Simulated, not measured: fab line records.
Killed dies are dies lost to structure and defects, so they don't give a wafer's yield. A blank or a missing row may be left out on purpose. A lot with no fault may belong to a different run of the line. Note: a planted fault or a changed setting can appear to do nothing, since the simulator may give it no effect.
fab line records	flow sky130
[record] lots = 24	wafers = 72	last-day = 50
route steps=708 shown FIELD_ISO@24 NWELL@34 VT_ADJUST_HVTP@92 VT_ADJUST_LVTN@117 SONOS_ONO@181 POLY_GATE@228
lots that met no fault: from a run of the same line without faults
start-h: the number of hours between the record's first day and the start of the first shown wafer of the lot	wait-h: how many hours have passed since the lot's step before this one	" same as the row above	L1.1+2: several wafers, shown together as one row	- no value, or no start given	* or withheld: withheld	< > ~ a bound
route shown NAME@n: names a module that has steps shown in the file, with the first one's number in the route	usual: mean and standard deviation over wafers with no fault	same: alike in all rows	chamber/n: place in a boat	sites: per-site readings	_std_site: their standard deviation	_edge_site: outer sites' mean less inner sites'	radius-mm: how far each site lies from the wafer's centre	mask NAME#n: copy n	behind: the most recent tool/chamber to have shaped the wafer	hold: cause of the lot's hold/its duration in hours/its outcome	device: which transistor (n, p or np) failed to switch	end of line: tests of these same wafers at the route's end	where a step has no rows: the recipe by itself	killed: dies lost to structure and defects at the first sort, not the wafer's yield	map: dies across one wafer; x = killed, . = not, _ = none there
set.NAME: the run value of the setting; set.NAME@STEP: its run value at that earlier step	model.NAME: the simulator's own value behind a step, which no gauge read
the route's steps for a sample of lots (tables are steps, rows are wafers)
services: from which hour (start-h, from the record's first day; less than 0 if before it) a tool's chamber was out of use, for how many hours, and why
[[steps]]
[step SKY_FIELD_ISO_THK_MEAS_23]
[recipe] reads = SiO2_of_FIELD_ISO_OXIDATION_22
[usual] FIELD_ISO_OXIDATION_01_THK = 10.12/0.27
lot.wafer	tool	chamber	start-h	wait-h	FIELD_ISO_OXIDATION_01_THK[nm]
L074.1	film-metro-02	-	30.76	0.0	10.04
L074.3	"	-	"	"	10.21
L074.5	"	-	"	"	10.05
L075.2	film-metro-01	-	38.17	0.0	10.12
L075.3	"	-	"	"	9.90
L075.6	"	-	"	"	10.00
L076.1	film-metro-01	-	40.72	0.0	10.10
L076.2	"	-	"	"	9.96
L076.6	"	-	"	"	9.95
L077.1	film-metro-01	-	46.51	0.0	10.30
L077.2	"	-	"	"	10.18
L077.5	"	-	"	"	10.45
L078.1	film-metro-04	-	51.81	0.0	9.91
L078.2	"	-	"	"	9.85
L078.3	"	-	"	"	9.77
L079.1	film-metro-01	-	62.89	0.0	10.32
L079.2	"	-	"	"	10.45
L079.6	"	-	"	"	10.34
L080.3	film-metro-01	-	68.35	0.0	10.51
L080.4	"	-	"	"	10.51
L080.5	"	-	"	"	10.46
L081.3	film-metro-04	-	68.35	0.0	10.25
L081.4	"	-	"	"	10.31
L081.6	"	-	"	"	10.19
L082.1	film-metro-02	-	72.93	0.0	10.09
L082.2	"	-	"	"	9.91
L082.3	"	-	"	"	9.83
L083.1	film-metro-02	-	79.69	0.0	10.29
L083.3	"	-	"	"	10.28
L083.6	"	-	"	"	10.22
L084.2	film-metro-02	-	86.05	0.0	10.26
L084.5	"	-	"	"	10.16
L084.6	"	-	"	"	10.21
L085.1	film-metro-04	-	92.61	0.0	10.23
L085.5	"	-	"	"	10.12
L085.6	"	-	"	"	10.11
L086.2	film-metro-04	-	98.50	0.0	10.43
L086.4	"	-	"	"	10.34
L086.5	"	-	"	"	10.17
L087.1	film-metro-02	-	102.57	0.0	10.01
L087.3	"	-	"	"	9.99
L087.4	"	-	"	"	9.96
L088.2	film-metro-02	-	108.01	0.0	10.13
L088.3	"	-	"	"	10.32
L088.6	"	-	"	"	10.14
L089.1	film-metro-02	-	110.59	0.0	10.57
L089.2	"	-	"	"	10.51
L089.5	"	-	"	"	10.61
L090.2	film-metro-02	-	116.31	0.0	10.29
L090.3	"	-	"	"	10.27
L090.4	"	-	"	"	10.23
L091.1	film-metro-01	-	122.04	0.0	9.84
L091.2	"	-	"	"	9.72
L091.5	"	-	"	"	9.64
L093.3	film-metro-01	-	128.56	0.0	10.15
L093.5	"	-	"	"	10.09
L093.6	"	-	"	"	10.09
L092.1	film-metro-02	-	130.35	0.0	10.38
L092.4	"	-	"	"	10.36
L092.5	"	-	"	"	10.40
L094.1	film-metro-02	-	135.79	0.0	10.21
L094.3	"	-	"	"	10.24
L094.4	"	-	"	"	10.14
L095.2	film-metro-02	-	142.56	0.0	9.60
L095.3	"	-	"	"	9.51
L095.4	"	-	"	"	9.57
L096.3	film-metro-02	-	146.06	0.0	10.02
L096.4	"	-	"	"	10.22
L096.5	"	-	"	"	10.01
L097.1	film-metro-01	-	150.18	0.0	9.40
L097.2	"	-	"	"	9.55
L097.5	"	-	"	"	9.34
[step SKY_NWELL_THK_MEAS_02]
[recipe] reads = SiO2_of_NWELL_OXIDATION_01
[usual] NWELL_OXIDATION_THK = 9.99/0.2
lot.wafer	tool	chamber	start-h	wait-h	NWELL_OXIDATION_THK[nm]
L074.1	film-metro-04	-	39.55	0.0	9.95
L074.3	"	-	"	"	9.96
L074.5	"	-	"	"	9.99
L075.2	film-metro-03	-	45.05	0.0	10.05
L075.3	"	-	"	"	9.96
L075.6	"	-	"	"	10.10
L076.1	film-metro-04	-	47.90	0.0	9.88
L076.2	"	-	"	"	10.02
L076.6	"	-	"	"	10.01
L077.1	film-metro-01	-	53.03	0.0	10.23
L077.2	"	-	"	"	10.10
L077.5	"	-	"	"	10.16
L078.1	film-metro-03	-	60.19	0.0	10.15
L078.2	"	-	"	"	10.24
L078.3	"	-	"	"	10.20
L079.1	film-metro-01	-	74.11	0.0	9.96
L079.2	"	-	"	"	9.98
L079.6	"	-	"	"	10.16
L080.3	film-metro-01	-	77.02	0.0	10.11
L080.4	"	-	"	"	10.17
L080.5	"	-	"	"	10.19
L081.3	film-metro-04	-	77.02	0.0	10.19
L081.4	"	-	"	"	10.20
L081.6	"	-	"	"	10.11
L082.1	film-metro-04	-	78.78	0.0	9.99
L082.2	"	-	"	"	9.98
L082.3	"	-	"	"	10.09
L083.1	film-metro-04	-	83.73	0.0	9.75
L083.3	"	-	"	"	9.93
L083.6	"	-	"	"	9.81
L084.2	film-metro-03	-	91.49	0.1	9.73
L084.5	"	-	"	"	9.56
L084.6	"	-	"	"	9.72
L085.1	film-metro-01	-	101.40	0.0	9.89
L085.5	"	-	"	"	10.13
L085.6	"	-	"	"	10.14
L087.1	film-metro-03	-	109.71	0.0	9.96
L087.3	"	-	"	"	10.07
L087.4	"	-	"	"	9.84
L086.2	film-metro-01	-	109.78	0.1	9.79
L086.4	"	-	"	"	9.89
L086.5	"	-	"	"	9.99
L088.2	film-metro-03	-	115.21	0.0	9.92
L088.3	"	-	"	"	10.02
L088.6	"	-	"	"	9.90
L089.1	film-metro-03	-	120.57	0.0	10.20
L089.2	"	-	"	"	10.22
L089.5	"	-	"	"	10.18
L090.2	film-metro-03	-	123.45	0.0	9.88
L090.3	"	-	"	"	9.77
L090.4	"	-	"	"	9.78
L091.1	film-metro-03	-	127.83	0.0	10.22
L091.2	"	-	"	"	10.33
L091.5	"	-	"	"	10.18
L093.3	film-metro-01	-	135.74	0.0	9.49
L093.5	"	-	"	"	9.60
L093.6	"	-	"	"	9.64
L092.1	film-metro-01	-	137.18	0.0	10.22
L092.4	"	-	"	"	10.30
L092.5	"	-	"	"	10.34
L094.1	film-metro-01	-	141.38	0.0	9.87
L094.3	"	-	"	"	9.81
L094.4	"	-	"	"	9.84
L095.2	film-metro-04	-	147.45	0.0	10.06
L095.3	"	-	"	"	10.21
L095.4	"	-	"	"	10.05
L096.3	film-metro-04	-	151.60	0.0	9.63
L096.4	"	-	"	"	9.55
L096.5	"	-	"	"	9.52
L097.1	film-metro-04	-	156.10	0.0	10.07
L097.2	"	-	"	"	10.17
L097.5	"	-	"	"	10.15
[step SKY_VT_ADJUST_HVTP_CD_MEAS_07]
[recipe] target-cd-nm = 380
[usual] cd-nm = 379.9/2.3
lot.wafer	tool	chamber	start-h	wait-h	cd-nm
L074.1	cd-sem-02	-	122.57	0.1	378.2
L074.3	"	-	"	"	379.1
L074.5	"	-	"	"	377.0
L075.2	cd-sem-02	-	130.58	0.1	380.2
L075.3	"	-	"	"	379.3
L075.6	"	-	"	"	379.1
L076.1	cd-sem-01	-	134.50	0.1	379.3
L076.2	"	-	"	"	380.9
L076.6	"	-	"	"	379.7
L077.1	cd-sem-02	-	138.62	0.1	382.2
L077.2	"	-	"	"	382.9
L077.5	"	-	"	"	383.9
L078.1	cd-sem-01	-	148.41	0.1	379.5
L078.2	"	-	"	"	381.4
L078.3	"	-	"	"	380.9
L079.1	cd-sem-01	-	165.62	0.1	379.9
L079.2	"	-	"	"	377.7
L079.6	"	-	"	"	376.8
L081.3	cd-sem-01	-	169.95	0.1	386.8
L081.4	"	-	"	"	381.7
L081.6	"	-	"	"	383.6
L080.3	cd-sem-01	-	170.25	0.1	381.0
L080.4	"	-	"	"	377.7
L080.5	"	-	"	"	378.5
L082.1	cd-sem-01	-	172.31	0.1	378.0
L082.2	"	-	"	"	378.6
L082.3	"	-	"	"	376.8
L083.1	cd-sem-02	-	178.52	0.1	377.6
L083.3	"	-	"	"	378.3
L083.6	"	-	"	"	379.0
L084.2	cd-sem-02	-	186.33	0.1	382.7
L084.5	"	-	"	"	380.2
L084.6	"	-	"	"	383.8
L085.1	cd-sem-01	-	199.75	0.1	378.6
L085.5	"	-	"	"	381.3
L085.6	"	-	"	"	381.9
L087.1	cd-sem-02	-	209.41	0.1	379.8
L087.3	"	-	"	"	375.1
L087.4	"	-	"	"	375.2
L086.2	cd-sem-01	-	209.79	0.1	380.5
L086.4	"	-	"	"	381.9
L086.5	"	-	"	"	381.0
L088.2	cd-sem-02	-	216.37	0.1	380.5
L088.3	"	-	"	"	378.5
L088.6	"	-	"	"	381.2
L089.1	cd-sem-01	-	224.62	0.1	373.8
L089.2	"	-	"	"	376.8
L089.5	"	-	"	"	375.1
L090.2	cd-sem-02	-	227.87	0.1	380.2
L090.3	"	-	"	"	379.0
L090.4	"	-	"	"	381.5
L091.1	cd-sem-01	-	232.41	0.1	379.4
L091.2	"	-	"	"	382.3
L091.5	"	-	"	"	381.2
L093.3	cd-sem-01	-	241.99	0.1	379.3
L093.5	"	-	"	"	379.8
L093.6	"	-	"	"	381.1
L092.1	cd-sem-01	-	243.17	0.1	379.9
L092.4	"	-	"	"	378.6
L092.5	"	-	"	"	380.3
L094.1	cd-sem-01	-	249.71	0.1	377.2
L094.3	"	-	"	"	378.1
L094.4	"	-	"	"	376.0
L095.2	cd-sem-01	-	257.38	0.1	381.3
L095.3	"	-	"	"	380.4
L095.4	"	-	"	"	383.0
L096.3	cd-sem-01	-	260.49	0.1	379.0
L096.4	"	-	"	"	379.8
L096.5	"	-	"	"	377.7
L097.1	cd-sem-02	-	267.46	0.1	383.9
L097.2	"	-	"	"	382.2
L097.5	"	-	"	"	382.7
[step SKY_VT_ADJUST_LVTN_STRIP_20]
[recipe] chemistry = O2/N2	power-w = 1400	pressure-mtorr = 1500	platen-temp-c = withheld	o2-flow-sccm = 3000	n2-flow-sccm = 300	overash-fraction = 0.5
[usual] chamber-pressure-mTorr = 1500.0/1.5	drypump-motor-current-A = 5.5/0.36	oes-product-au = 0.716/0.004	strip-time-to-endpoint-s = 14.17/0.042
lot.wafer	tool	chamber	start-h	wait-h	chamber-pressure-mTorr	drypump-motor-current-A	oes-product-au	rf-hours-counter-h	strip-time-to-endpoint-s
L074.1	plasma-asher-02	1	161.60	0.1	1499.2	5.8	0.718	50	14.18
L074.3	"	0	"	"	1500.0	5.8	0.717	-	14.16
L074.5	"	0	"	"	1500.8	5.8	0.715	-	14.21
L075.2	plasma-asher-04	1	169.45	0.1	1500.3	5.6	0.715	47	14.20
L075.3	"	0	"	"	1497.5	6.0	0.721	-	14.22
L075.6	"	0	"	"	1496.5	6.0	0.727	-	14.21
L076.1	plasma-asher-02	1	174.40	0.1	1498.2	5.8	0.714	51	14.17
L076.2	"	0	"	"	1498.6	5.8	0.710	51	14.18
L076.6	"	0	"	"	1500.9	5.8	0.714	-	14.20
L077.1	plasma-asher-04	1	179.10	0.1	1499.1	5.6	0.722	48	14.19
L077.2	"	0	"	"	1500.9	6.0	0.708	48	14.13
L077.5	"	0	"	"	1499.0	6.0	0.713	-	14.20
L078.1	plasma-asher-02	0	189.70	0.1	1500.9	5.8	0.709	52	14.24
L078.2	"	1	"	"	1502.8	5.8	0.718	52	14.19
L078.3	"	0	"	"	1500.1	5.8	0.713	-	14.27
L079.1	plasma-asher-04	0	208.14	0.1	1497.7	6.0	0.715	51	14.19
L079.2	"	1	"	"	1500.5	5.6	0.717	51	14.21
L079.6	"	0	"	"	1499.8	6.0	0.716	-	14.22
L081.3	plasma-asher-04	0	213.43	0.1	1501.9	6.0	0.714	-	14.19
L081.4	"	1	"	"	1500.3	5.6	0.716	-	14.16
L081.6	"	0	"	"	1501.4	6.0	0.714	-	14.17
L080.3	plasma-asher-01	0	213.73	0.1	1501.4	4.9	0.716	-	14.22
L080.4	"	1	"	"	1499.8	5.4	0.715	-	14.16
L080.5	"	1	"	"	1500.2	5.4	0.717	-	14.23
L082.1	plasma-asher-01	0	216.24	0.1	1499.8	4.9	0.724	7	14.15
L082.2	"	1	"	"	1499.9	5.4	0.713	7	14.17
L082.3	"	0	"	"	1499.8	4.9	0.720	-	14.14
L083.1	plasma-asher-01	0	223.15	0.1	1500.0	4.9	0.714	8	14.14
L083.3	"	1	"	"	1496.8	5.4	0.707	-	14.20
L083.6	"	1	"	"	1499.8	5.4	0.709	-	14.18
L084.2	plasma-asher-02	0	231.40	0.1	1502.8	5.8	0.718	57	14.16
L084.5	"	0	"	"	1499.9	5.8	0.714	-	14.17
L084.6	"	1	"	"	1499.8	5.8	0.719	-	14.17
L085.1	plasma-asher-01	1	245.20	0.1	1501.1	5.4	0.718	10	14.06
L085.5	"	1	"	"	1499.5	5.4	0.716	-	14.10
L085.6	"	0	"	"	1498.7	5.0	0.712	-	14.11
L087.1	plasma-asher-01	0	254.79	0.1	1498.9	4.9	0.717	11	14.16
L087.3	"	0	"	"	1500.4	5.0	0.719	-	14.13
L087.4	"	1	"	"	1499.8	5.4	0.716	-	14.15
L086.2	plasma-asher-02	1	255.74	0.1	1500.5	5.8	0.720	59	14.27
L086.4	"	1	"	"	1498.0	5.8	0.722	-	14.25
L086.5	"	1	"	"	1500.8	5.8	0.717	-	14.22
L088.2	plasma-asher-01	0	262.90	0.1	1502.2	4.9	0.721	12	14.19
L088.3	"	0	"	"	1498.1	5.0	0.716	-	14.22
L088.6	"	1	"	"	1500.6	5.4	0.718	-	14.18
L089.1	plasma-asher-02	0	271.30	0.1	1499.9	5.8	0.715	61	14.18
L089.2	"	1	"	"	1499.4	5.8	0.714	61	14.19
L089.5	"	0	"	"	1498.1	5.8	0.724	-	14.19
L090.2	plasma-asher-04	1	275.35	0.1	1501.8	5.6	0.716	56	14.13
L090.3	"	0	"	"	1500.0	6.0	0.719	-	14.14
L090.4	"	1	"	"	1501.5	5.5	0.724	-	14.10
L091.1	plasma-asher-02	1	280.84	0.1	1497.8	5.8	0.713	62	14.18
L091.2	"	0	"	"	1497.9	5.8	0.717	62	14.18
L091.5	"	1	"	"	1501.2	5.8	0.709	-	14.15
L093.3	plasma-asher-01	0	290.97	0.1	1502.5	4.9	0.714	-	14.18
L093.5	"	1	"	"	1499.5	5.4	0.714	-	14.19
L093.6	"	0	"	"	1500.5	5.0	0.708	-	14.15
L092.1	plasma-asher-01	0	293.04	0.1	1499.1	5.0	0.711	15	14.29
L092.4	"	1	"	"	1496.6	5.4	0.714	-	14.20
L092.5	"	0	"	"	1500.2	4.9	0.716	-	14.22
L094.1	plasma-asher-01	0	299.10	0.1	1500.6	4.9	0.709	16	14.16
L094.3	"	1	"	"	1499.9	5.4	0.712	-	14.14
L094.4	"	0	"	"	1500.5	4.9	0.717	-	14.23
L095.2	plasma-asher-01	1	307.95	0.1	1502.5	5.4	0.723	17	14.17
L095.3	"	1	"	"	1499.3	5.4	0.713	-	14.14
L095.4	"	0	"	"	1503.5	4.9	0.716	-	14.22
L096.3	plasma-asher-04	1	310.99	0.1	1499.9	5.6	0.718	-	14.13
L096.4	"	0	"	"	1502.4	6.0	0.713	-	14.11
L096.5	"	0	"	"	1499.7	6.0	0.721	-	14.09
L097.1	plasma-asher-04	0	317.60	0.1	1498.7	6.0	0.714	59	14.20
L097.2	"	1	"	"	1500.2	5.5	0.715	59	14.17
L097.5	"	1	"	"	1501.4	5.6	0.708	-	14.19
[step SKY_SONOS_ONO_CD_MEAS_13]
[recipe] target-cd-nm = 410
[usual] cd-nm = 409.7/1.8
lot.wafer	tool	chamber	start-h	wait-h	cd-nm
L074.1	cd-sem-01	-	279.87	0.1	408.4
L074.3	"	-	"	"	410.0
L074.5	"	-	"	"	411.9
L075.2	cd-sem-02	-	287.99	0.1	412.9
L075.3	"	-	"	"	411.3
L075.6	"	-	"	"	412.5
L076.1	cd-sem-01	-	293.15	0.1	409.5
L076.2	"	-	"	"	406.7
L076.6	"	-	"	"	408.2
L077.1	cd-sem-01	-	301.42	0.1	411.6
L077.2	"	-	"	"	410.2
L077.5	"	-	"	"	410.1
L078.1	cd-sem-01	-	314.82	0.1	411.7
L078.2	"	-	"	"	408.9
L078.3	"	-	"	"	408.1
L079.1	cd-sem-01	-	338.22	0.1	412.4
L079.2	"	-	"	"	411.4
L079.6	"	-	"	"	413.9
L081.3	cd-sem-01	-	342.29	0.1	406.7
L081.4	"	-	"	"	404.9
L081.6	"	-	"	"	408.5
L080.3	cd-sem-02	-	342.41	0.1	410.2
L080.4	"	-	"	"	410.7
L080.5	"	-	"	"	409.3
L082.1	cd-sem-01	-	348.92	0.1	408.6
L082.2	"	-	"	"	405.9
L082.3	"	-	"	"	407.5
L083.1	cd-sem-02	-	355.47	0.1	407.6
L083.3	"	-	"	"	408.8
L083.6	"	-	"	"	408.8
L084.2	cd-sem-02	-	365.19	0.1	408.1
L084.5	"	-	"	"	406.8
L084.6	"	-	"	"	407.5
L085.1	cd-sem-01	-	383.32	0.1	409.2
L085.5	"	-	"	"	410.0
L085.6	"	-	"	"	408.4
L087.1	cd-sem-02	-	392.60	0.1	410.4
L087.3	"	-	"	"	408.9
L087.4	"	-	"	"	408.6
L086.2	cd-sem-01	-	398.44	0.1	408.8
L086.4	"	-	"	"	409.1
L086.5	"	-	"	"	409.7
L088.2	cd-sem-02	-	405.52	0.1	410.9
L088.3	"	-	"	"	410.1
L088.6	"	-	"	"	409.7
L089.1	cd-sem-01	-	416.95	0.1	412.1
L089.2	"	-	"	"	411.8
L089.5	"	-	"	"	412.5
L090.2	cd-sem-02	-	421.52	0.1	407.7
L090.3	"	-	"	"	410.7
L090.4	"	-	"	"	408.8
L091.1	cd-sem-01	-	426.37	0.1	407.2
L091.2	"	-	"	"	408.9
L091.5	"	-	"	"	410.1
L093.3	cd-sem-01	-	433.96	0.1	410.6
L093.5	"	-	"	"	410.3
L093.6	"	-	"	"	412.5
L092.1	cd-sem-02	-	437.65	0.1	408.7
L092.4	"	-	"	"	408.2
L092.5	"	-	"	"	407.7
L094.1	cd-sem-02	-	442.70	0.1	409.3
L094.3	"	-	"	"	411.0
L094.4	"	-	"	"	408.7
L095.2	cd-sem-01	-	456.44	0.1	410.3
L095.3	"	-	"	"	408.2
L095.4	"	-	"	"	409.7
L096.3	cd-sem-02	-	458.64	0.1	411.5
L096.4	"	-	"	"	410.8
L096.5	"	-	"	"	412.1
L097.1	cd-sem-01	-	471.02	0.1	409.5
L097.2	"	-	"	"	409.0
L097.5	"	-	"	"	410.9
[step SKY_POLY_GATE_OVL_MEAS_14]
[usual] POLY_GATE_OVL = -1/6
lot.wafer	tool	chamber	start-h	wait-h	POLY_GATE_OVL[nm]
L074.1	overlay-02	-	373.84	0.1	-1
L074.3	"	-	"	"	-1
L074.5	"	-	"	"	1
L075.2	overlay-01	-	380.58	0.1	-5
L075.3	"	-	"	"	-4
L075.6	"	-	"	"	-10
L076.1	overlay-02	-	393.68	0.1	-11
L076.2	"	-	"	"	-2
L076.6	"	-	"	"	1
L077.1	overlay-01	-	394.02	0.1	-11
L077.2	"	-	"	"	-11
L077.5	"	-	"	"	-7
L078.1	overlay-02	-	413.74	0.1	3
L078.2	"	-	"	"	-4
L078.3	"	-	"	"	-4
L079.1	overlay-01	-	432.57	0.1	3
L079.2	"	-	"	"	8
L079.6	"	-	"	"	6
L080.3	overlay-01	-	438.13	0.1	3
L080.4	"	-	"	"	7
L080.5	"	-	"	"	-2
L081.3	overlay-01	-	438.48	0.1	4
L081.4	"	-	"	"	8
L081.6	"	-	"	"	6
L082.1	overlay-02	-	444.12	0.1	-3
L082.2	"	-	"	"	-9
L082.3	"	-	"	"	-2
L083.1	overlay-02	-	452.58	0.1	1
L083.3	"	-	"	"	0
L083.6	"	-	"	"	10
L084.2	overlay-02	-	467.18	0.1	-4
L084.5	"	-	"	"	-3
L084.6	"	-	"	"	-10
L085.1	overlay-01	-	480.48	0.1	1
L085.5	"	-	"	"	0
L085.6	"	-	"	"	6
L087.1	overlay-02	-	491.87	0.1	-3
L087.3	"	-	"	"	-3
L087.4	"	-	"	"	3
L086.2	overlay-02	-	501.33	0.1	-11
L086.4	"	-	"	"	-6
L086.5	"	-	"	"	-11
L088.2	overlay-01	-	509.13	0.1	4
L088.3	"	-	"	"	-4
L088.6	"	-	"	"	0
L090.2	overlay-02	-	520.48	0.1	0
L090.3	"	-	"	"	-6
L090.4	"	-	"	"	1
L089.1	overlay-01	-	521.63	0.1	1
L089.2	"	-	"	"	7
L089.5	"	-	"	"	2
L091.1	overlay-02	-	526.59	0.1	4
L091.2	"	-	"	"	-2
L091.5	"	-	"	"	2
L093.3	overlay-01	-	537.64	0.1	0
L093.5	"	-	"	"	3
L093.6	"	-	"	"	-7
L092.1	overlay-01	-	539.12	0.1	8
L092.4	"	-	"	"	-2
L092.5	"	-	"	"	-8
L094.1	overlay-01	-	545.47	0.1	-11
L094.3	"	-	"	"	-10
L094.4	"	-	"	"	-7
L096.3	overlay-01	-	558.28	0.1	-10
L096.4	"	-	"	"	-12
L096.5	"	-	"	"	-8
L095.2	overlay-02	-	559.23	0.1	5
L095.3	"	-	"	"	1
L095.4	"	-	"	"	3
L097.1	overlay-02	-	569.28	0.1	-10
L097.2	"	-	"	"	0
L097.5	"	-	"	"	-2
[[services]]
tool	chamber	start-h	hours	kind
plasma-asher-02	-	141.83	1.6	repair
plasma-asher-01	-	172.23	3.5	repair
plasma-asher-01	-	202.07	3.4	repair
plasma-asher-04	-	221.36	5.4	repair
plasma-asher-01	-	229.66	2.8	pm
plasma-asher-04	-	244.13	2.8	pm
plasma-asher-04	-	246.92	1.7	repair
plasma-asher-04	-	255.54	11.1	repair
plasma-asher-04	-	292.17	8.3	repair
[[key]]
fault none
